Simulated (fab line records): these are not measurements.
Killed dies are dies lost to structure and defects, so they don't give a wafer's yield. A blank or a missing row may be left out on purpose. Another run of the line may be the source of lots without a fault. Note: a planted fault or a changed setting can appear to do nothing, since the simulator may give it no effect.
Matching of chambers | flow gf180mcu | GF_SAB_CVD_00 on pecvd-01 has 3 sister chambers
The step deposits SiO2 from TEOS, target thk 50 nm, time 4.9302 s. 3 wafers are shown with their chamber, then 8 later ones without.

## WAFERS PAIRED WITH THEIR CHAMBERS
wafer  | chamber | heaterPowerW (W)
L084.2 | 2       | 952
L084.5 | 1       | 833
L090.3 | 0       | 522

## WAFERS WITHOUT THEIR CHAMBER
wafer  | heaterPowerW (W)
L090.4 | 525
L090.6 | 711
L091.2 | 726
L091.4 | 742
L091.6 | 526
L093.1 | 706
L093.3 | 598
L093.4 | 719

## WHICH CHAMBER EACH WENT THROUGH
wafer  | from the rows above          | in truth
L090.4 | 0                            | 0
L090.6 | can't be placed: 1 or 0 or 2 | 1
L091.2 | can't be placed: 1 or 0 or 2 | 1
L091.4 | can't be placed: 1 or 2 or 0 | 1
L091.6 | 0                            | 0
L093.1 | can't be placed: 1 or 0 or 2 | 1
L093.3 | can't be placed: 0 or 1      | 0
L093.4 | can't be placed: 1 or 0 or 2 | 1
Placed correctly: 2 of 8. Cannot be placed on the basis of these rows: 6; the candidates contain the true chamber in 6. Wrongly placed: 0.
How it was worked out, from the rows above alone: a wafer's distance from a chamber is the root of the sum, over the readings, of the square of ((its reading less the chamber's mean) divided by the reading's scatter). If the next closest chamber is less than 2 further off than the closest, the wafer can't be placed; otherwise it belongs to the closest. For every chamber, the mean is computed from those of its wafers that are shown. The scatter (one wafer shown for each chamber): square how far every hidden wafer sits from the nearest shown wafer, average those squares and take the square root.
